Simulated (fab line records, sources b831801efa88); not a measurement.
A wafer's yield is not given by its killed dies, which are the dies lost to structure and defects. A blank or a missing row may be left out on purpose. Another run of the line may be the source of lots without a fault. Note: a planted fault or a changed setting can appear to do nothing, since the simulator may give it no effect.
A lot that was struck, set against a sound lot | flow sky130 | 20 steps out of a route of 708
Sound: these wafers, L423.1, L423.2, L423.3. The struck wafers were L421.2, L421.3, L421.6. At the end, the cause is stated.
Order at every step that has rows: each side's tool, ch and its chambers, its first start. Under that, the readings that differ: sound wafers | struck wafers | difference of the means | sigmas: that difference in standard deviations of wafers without a fault.
alike: readings with means less than 2 such deviations apart, plus words and numbers identical on both sides. not compared: withheld readings, readings lacking a value on some wafer, bounds such as >300 that could conceal the same value, and numbers that have no deviation in the record and whose values overlap.
The two part at a step that has a row with sigmas, a row that says differs or no value, or rows on one side only. Numbers that don't overlap but have no deviation are shown without sigmas and don't part them. A reading missing from all wafers of one side parts the sides only when that side holds two or more wafers.

SKY_FIELD_ISO_BOW_MEAS_00:
  struck on film_metro-01, day 4 18:01; sound on film_metro-04, day 5 04:00
  alike: INCOMING_BOW
then, 1 step without rows for these wafers: SKY_FIELD_ISO_OXIDATION_01 (stabilise 600 s, purge 300 s, target thk 12 nm).
SKY_FIELD_ISO_THK_MEAS_02:
  struck on film_metro-01, day 4 20:37; sound on film_metro-01, day 5 06:25
  alike: FIELD_ISO_OXIDATION_00_THK
then, 1 step without rows for these wafers: SKY_FIELD_ISO_CVD_03 (deposits Si3N4 from DCS/NH3, target thk 165 nm, time 2830 s).
SKY_FIELD_ISO_THK_MEAS_04:
  struck on film_metro-04, day 4 22:28; sound on film_metro-04, day 5 08:16
  alike: FIELD_ISO_CVD_03_THK
then, 5 steps without rows for these wafers: SKY_FIELD_ISO_DEHYDRATE_05 (time 60 s); SKY_FIELD_ISO_HMDS_06 (prime time 60 s); SKY_FIELD_ISO_COAT_07 (resist thk 60 nm); SKY_FIELD_ISO_COAT_08 (resist thk 450 nm); SKY_FIELD_ISO_SOFTBAKE_09 (time 90 s).
SKY_FIELD_ISO_EXPOSE_10: exposes mask FOM, target cd 150 nm.
  sound on krf_scanner-02 ch 0, day 5 17:38; struck on krf_scanner-01 ch 0, day 5 06:34
  reading              | sound             | struck            | difference | sigmas
  exposure_dose_mJ_cm2 | 27.97 27.93 27.99 | 29.54 29.56 29.58 | +1.60      | +46
  alike: mask, focus_offset_nm
then, 2 steps without rows for these wafers: SKY_FIELD_ISO_PEB_11; SKY_FIELD_ISO_DEVELOP_12 (develop time 60 s).
SKY_FIELD_ISO_CD_MEAS_13: the cd target is 150 nm.
  struck on cd_sem-01, day 5 16:34; sound on cd_sem-01, day 6 02:01
  reading    | sound             | struck            | difference | sigmas
  cd_nm (nm) | 149.1 151.3 151.1 | 140.1 140.2 141.3 | -10.0      | -7
  not compared: hold
SKY_FIELD_ISO_ETCH_14: etches BARC in N2/H2, stops on SiO2, time 45.9 s, target depth 60 nm.
  sound on rie_diel-04 ch 0,1,3, day 6 02:08; struck on rie_diel-04 ch 1,2,3, day 5 17:32
  reading                        | sound                | struck                                                                     | difference                   | sigmas
  hold                           | - - -                | await_dispo/0.9h/release await_dispo/0.9h/release await_dispo/0.9h/release | no value on the sound wafers |
  chamber_pressure_mTorr (mTorr) | 29.992 29.999 30.058 | 29.969 29.934 29.954                                                       | -0.064                       | -2
  model.FIELD_ISO.cd_nm (nm)     | 150.4 150.9 151.4    | 139.5 141.2 140.9                                                          | -10.4                        |
  alike: drypump_motor_current_A, oes_product_au, throttle_valve_pct
  not compared: rf_hours_counter_h
SKY_FIELD_ISO_ETCH_15: etches the open film in CHF3/O2, stops on Si, target depth 180 nm, time 72 s.
  sound on rie_diel-04 ch 0,1,3, day 6 02:11; struck on rie_diel-04 ch 1,2,3, day 5 17:35
  alike: chamber_pressure_mTorr, drypump_motor_current_A, oes_product_au, throttle_valve_pct
  not compared: rf_hours_counter_h
SKY_FIELD_ISO_STRIP_16: strips in O2/N2.
  sound on plasma_asher-03 ch 0,1, day 6 02:14; struck on plasma_asher-02 ch 1, day 5 17:38
  alike: chamber_pressure_mTorr, drypump_motor_current_A, oes_product_au, strip_time_to_endpoint_s
  not compared: rf_hours_counter_h
SKY_FIELD_ISO_ETCH_17: etches Si in HBr/Cl2/O2, target depth 342 nm, time 97.7 s.
  sound on rie_si-02 ch 0,1,3, day 6 02:20; struck on rie_si-01 ch 0,1,2, day 5 17:44
  reading                    | sound             | struck            | difference | sigmas
  model.FIELD_ISO.cd_nm (nm) | 151.7 153.2 151.2 | 136.8 140.4 143.1 | -11.9      |
  alike: chamber_pressure_mTorr, drypump_motor_current_A, oes_product_au, throttle_valve_pct
  not compared: rf_hours_counter_h
then, 1 step without rows for these wafers: SKY_FIELD_ISO_WET_ETCH_18 (etches Si3N4 in H3PO4, target depth 25 nm, time 286 s).
-- the record jumps here: 44 days lie between the struck wafers' starts before and after (it left off in module FIELD_ISO and takes up again in module PAD_OPEN, whose first step shown is number 708 of the route) --
SKY_PAD_OPEN_PROBE_99:
  struck on prober-02, day 49 09:45; sound on prober-02, day 50 00:12
  reading                                 | sound             | struck            | difference | sigmas
  model.etest.res_pdiff.line_ohm_um       | 1332 1355 1342    | 1504 1466 1476    | +139       |
  model.etest.sram_nfet_pass.drive_ua_um  | 512.1 506.4 498   | 457.8 447.9 470.7 | -46.7      |
  model.etest.res_pdiff.width_nm (nm)     | 145.4 147.1 145   | 131.2 134 137.6   | -11.6      |
  model.etest.res_ndiff.width_nm (nm)     | 158.8 159.5 158.2 | 144 146.6 149.5   | -12        |
  model.etest.sram_pfet_latch.drive_ua_um | 153.2 140.8 142.2 | 126.5 129 132.9   | -15.9      |
  alike: killed_at_M0_to_M3, killed_at_M4_up, killed_at_contacts, killed_at_front_end, killed_at_other, killed_dies, killed_open, killed_short
  not compared: model.etest.pfet_g5v0d10v5.r_on_ohm_um, model.etest.res_ndiff.line_ohm_um, model.etest.sonos_uncharged.r_on_ohm_um

## WHERE THEY PART
Earliest at SKY_FIELD_ISO_EXPOSE_10; latest, in this record, at SKY_FIELD_ISO_ETCH_14. Later steps at which nothing parts them and some readings are alike: SKY_FIELD_ISO_ETCH_15, SKY_FIELD_ISO_STRIP_16, SKY_FIELD_ISO_ETCH_17, SKY_PAD_OPEN_PROBE_99.

WHY: what the simulator had put in
Process parameters drifting: krf_scanner-01 at SKY_FIELD_ISO_EXPOSE_10, beginning at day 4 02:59. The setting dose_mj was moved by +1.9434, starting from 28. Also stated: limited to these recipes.
